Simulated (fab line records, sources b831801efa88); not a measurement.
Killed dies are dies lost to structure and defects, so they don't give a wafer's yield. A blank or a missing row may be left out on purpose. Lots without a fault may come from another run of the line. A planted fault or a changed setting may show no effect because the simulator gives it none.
Chamber matching | flow gf180mcu | GF_V3_CMP_04 on cmp-01: 4 sister chambers
The step polishes SiO2. 8 wafers are shown with their chamber, then 7 later ones without.

WAFERS WITH THEIR CHAMBER
wafer  | chamber | motor_current_A (A) | time_to_endpoint_s (s)
L351.3 | 0       | 13.2                | 80
L353.2 | 0       | 12.9                | 76
L366.3 | 1       | 11.9                | 87
L369.3 | 2       | 11.2                | 81
L369.4 | 1       | 12.0                | 78
L369.5 | 3       | 12.2                | 78
L370.2 | 3       | 11.7                | 83
L370.5 | 2       | 10.7                | 83

WAFERS WITHOUT THEIR CHAMBER
wafer  | motor_current_A (A) | time_to_endpoint_s (s)
L370.6 | 11.9                | 82
L371.1 | 11.4                | 84
L371.3 | 13.8                | 72
L371.4 | 12.6                | 80
L372.1 | 13.3                | 76
L372.3 | 11.1                | 77
L372.4 | 11.5                | 84

WHICH CHAMBER EACH WENT THROUGH
wafer  | from the rows above          | in truth
L370.6 | can't be placed: 1 or 3      | 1
L371.1 | can't be placed: 2 or 1 or 3 | 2
L371.3 | 0                            | 0
L371.4 | can't be placed: 0 or 3 or 1 | 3
L372.1 | 0                            | 0
L372.3 | can't be placed: 2 or 3      | 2
L372.4 | can't be placed: 1 or 3 or 2 | 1
Placed correctly: 2 of 7. Can't be placed from these rows: 5 (the true chamber is among the candidates in 5). Placed wrongly: 0.
How it was worked out, from the rows above alone: a wafer's distance from a chamber is the root of the sum, over the readings, of the square of ((its reading less the chamber's mean) divided by the reading's scatter). The wafer belongs to the nearest chamber; if the next one is less than 2 further off, it can't be placed. A chamber's mean is the mean of its shown wafers. The scatter: the root of (the sum of the squares of (reading less its chamber's mean) over the shown wafers, divided by (wafers less chambers)).
